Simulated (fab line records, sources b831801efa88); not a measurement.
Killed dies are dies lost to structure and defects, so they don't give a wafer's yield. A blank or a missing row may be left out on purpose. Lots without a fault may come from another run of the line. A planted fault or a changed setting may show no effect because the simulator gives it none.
Problem report in the 8D (eight disciplines) form, filled by code | flow gf180mcu | the parts of the form that need people (team, actions taken, sign-off) are left out

1. THE PROBLEM
killed_at_M0_to_M3 at GF_PASSIVATION_PROBE_99 reads a mean of 142 on 6 wafers of 2 lots; wafers without a fault read 21 with a standard deviation of 5.1. That is +24 standard deviations from the usual mean.
First seen on wafer L952.2, day 33 21:39, on prober-02. The record holds 6 wafers of 2 lots with a number at this step. Rule for "out", or "out of limits": more than 4 standard deviations from the usual mean. The other wafers with a number count as sound.

2. WHAT IT IS AND WHAT IT IS NOT
question                    | is                                                                                                                                        | is not
which readings at this step | killed_at_M0_to_M3, defect_limited_yield, killed_dies, killed_on_rim, sort_bin_5_function, sort_bin_6_memory, sort_n_pass, sort_yield_pct | killed_at_contacts, killed_at_other, killed_short
which lots                  | L952, L953                                                                                                                                | -
which wafers of those lots  | all that have a number                                                                                                                    | -
read on which tools         | prober-01, prober-02                                                                                                                      | -
when                        | from day 33 21:39                                                                                                                         | up to then (0 sound wafers)

3. SUSPECTS, AND WHAT RULES EACH OUT
Counting: a tool at a process step up to the reading stays a suspect if it ran every lot that is out and no sound lot after the first of them.
- cmp-02 at GF_V1_CMP_26 (polishes, stops on SiO2, t overpolish 15 s, target thk 0 nm): kept. It ran every lot that is out, first L952 (day 24 15:28), and no sound lot after that.
Left after counting: cmp-02 at GF_V1_CMP_26.

4. THE CAUSE (what the simulator had put in)
Chamber particle source: cmp-02, from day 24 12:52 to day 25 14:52, at GF_V1_CMP_26. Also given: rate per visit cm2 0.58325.
Counting left only this tool.

5. THE CHAIN OF EFFECTS, in route order
Each row: a reading whose mean over the struck wafers that have a number lies more than 3 standard deviations from the usual. Only readings for which the record gives a usual standard deviation are gone through. hours: the time from each lot's start at the first step in this table that gives one to its start at this step, as a median over the lots. sigmas: the change in usual standard deviations.
hours | step                    | reading              | usual  | on struck wafers | change | sigmas
0     | GF_PASSIVATION_PROBE_99 | defect_limited_yield | 90.4 % | 67.0             | -23.5  | -17
0     | GF_PASSIVATION_PROBE_99 | killed_at_M0_to_M3   | 21     | 142              | +121   | +24
0     | GF_PASSIVATION_PROBE_99 | killed_dies          | 47     | 163              | +116   | +16
0     | GF_PASSIVATION_PROBE_99 | killed_on_rim        | 9      | 35               | +26    | +8.1
0     | GF_PASSIVATION_PROBE_99 | sort_bin_3_pad_short | 0.41 % | 1.97             | +1.56  | +5.4
0     | GF_PASSIVATION_PROBE_99 | sort_bin_5_function  | 5.6 %  | 20.5             | +14.9  | +14
0     | GF_PASSIVATION_PROBE_99 | sort_bin_6_memory    | 3.5 %  | 10.7             | +7.2   | +8.7
0     | GF_PASSIVATION_PROBE_99 | sort_n_pass          | 445    | 329              | -116   | -16
0     | GF_PASSIVATION_PROBE_99 | sort_yield_pct       | 90.4 % | 67.0             | -23.5  | -17
The process steps in it:
- GF_PASSIVATION_PROBE_99

6. WHAT WOULD HAVE CAUGHT IT SOONER
In this record the first reading out of limits was taken at day 33 21:39, 225 hours after the fault began at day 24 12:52.
Of the tool readings at GF_V1_CMP_26 for which the record gives a usual standard deviation, none was out on any struck wafer, so an alarm limit of 4 standard deviations on them would not have fired.
All the lots that are out (2) had begun GF_V1_CMP_26 on cmp-02 by day 33 21:39. A hold on the tool at that time would have spared none of them.
